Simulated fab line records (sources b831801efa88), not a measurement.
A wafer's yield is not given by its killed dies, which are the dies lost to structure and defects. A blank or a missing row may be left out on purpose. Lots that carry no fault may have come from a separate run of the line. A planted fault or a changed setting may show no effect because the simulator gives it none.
Code-filled problem report in 8D (eight disciplines) form :: flow sky130 :: the parts of the form that need people (team, actions taken, sign-off) are left out

## 1. THE PROBLEM
Mean PWDE_TW at SKY_PWDE_TW_MEAS_10: 386.6 over 6 wafers in 2 lots; fault-free wafers: 375.2, standard deviation 2. Relative to the usual mean, that is a shift of +5.7 standard deviations.
First seen on wafer L540.1, day 8 15:41, on film_metro-04. At this step, 33 wafers from 11 lots have a number in the record. Rule for "out", or "out of limits": more than 4 standard deviations from the usual mean. Any other wafer with a number is counted as sound.

## 2. WHAT IT IS, WHAT IT ISN'T
question: which readings at this step
is: PWDE_TW
is not: -

question: which lots
is: L540, L542
is not: L521, L522, L526, L527, L528, L529, L530, L531, L533

question: which wafers of those lots
is: all that have a number
is not: -

question: read on which gauges
is: film_metro-01, film_metro-04
is not: film_metro-02

question: when
is: from day 8 15:41
is not: up to then (27 sound wafers)

## 3. THE SUSPECTS, EACH WITH WHAT RULES IT OUT
Counting: a tool at a process step up to the reading stays a suspect if it ran every lot that is out and no sound lot after the first of them.
- ruled out: the gauge at SKY_PWDE_TW_MEAS_10. Those wafers that are out were read across 2 gauges (film_metro-01, film_metro-04).
- implanter-02 at SKY_PWDE_IMPLANT_08: kept. It processed each lot that is out, first L540 at day 8 15:26, and no sound lot thereafter; up to then, the last sound lot it processed was L529 at day 6 01:22. Out on those wafers are its own readings of beam_on_s, end_station_pressure_torr, faraday_current_uA.
After counting, what remains is implanter-02 at SKY_PWDE_IMPLANT_08.

## 4. THE CAUSE (what the simulator had put in)
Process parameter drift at SKY_PWDE_IMPLANT_08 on implanter-02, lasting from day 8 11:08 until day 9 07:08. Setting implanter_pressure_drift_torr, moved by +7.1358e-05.
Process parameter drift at SKY_PWDE_IMPLANT_08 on implanter-02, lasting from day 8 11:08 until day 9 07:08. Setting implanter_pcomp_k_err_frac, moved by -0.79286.
After counting, this tool was the only one left.

## 5. THE EFFECT CHAIN, in route order
Rows list readings where the struck wafers' mean (over those with a number) sits beyond 3 standard deviations from the usual. Only readings whose record carries a usual standard deviation are examined. hours: median over the lots of the time between each lot's start at the first step of this table that gives one and its start at this step. sigmas: the change, counted in usual standard deviations.
hours: 0
step: SKY_PWDE_IMPLANT_08
reading: beam_on_s
usual: 9.97 s
on struck wafers: 11.25
change: +1.28
sigmas: +6.7

hours: 0
step: SKY_PWDE_IMPLANT_08
reading: end_station_pressure_torr
usual: 4.97e-06 Torr
on struck wafers: 7.66e-05
change: +7.17e-05
sigmas: +99 or more

hours: 0
step: SKY_PWDE_IMPLANT_08
reading: faraday_current_uA
usual: 20.4
on struck wafers: 17.6
change: -2.8
sigmas: -7.2

hours: 0
step: SKY_PWDE_TW_MEAS_10
reading: PWDE_TW
usual: 375.2
on struck wafers: 386.6
change: +11.4
sigmas: +5.7

hours: 46
step: SKY_NWELL_RS_MEAS_31
reading: PWDE_RS
usual: 5276 ohm/sq
on struck wafers: 4800
change: -476
sigmas: -32
Here are the process steps it includes:
- SKY_PWDE_IMPLANT_08
Later steps that measure or inspect, where all struck wafers having a row at the step show a number for every such reading and not one has moved that far: SKY_SPACER_THK_MEAS_01.

## 6. WHAT WOULD HAVE CAUGHT IT SOONER
Counted from the fault's start at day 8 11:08, it took 5 hours until the first out-of-limits reading at a measuring or inspecting step in this record, taken at day 8 15:41.
At SKY_PWDE_IMPLANT_08, the tool's own readings (beam_on_s, end_station_pressure_torr, faraday_current_uA) were out on each struck wafer the step has a row for, so an alarm limit on them would have fired on the first such wafer.
Lots out: 2; of these, L542 started SKY_PWDE_IMPLANT_08 on implanter-02 after day 8 15:41. A tool hold placed at that time would have kept it from harm.
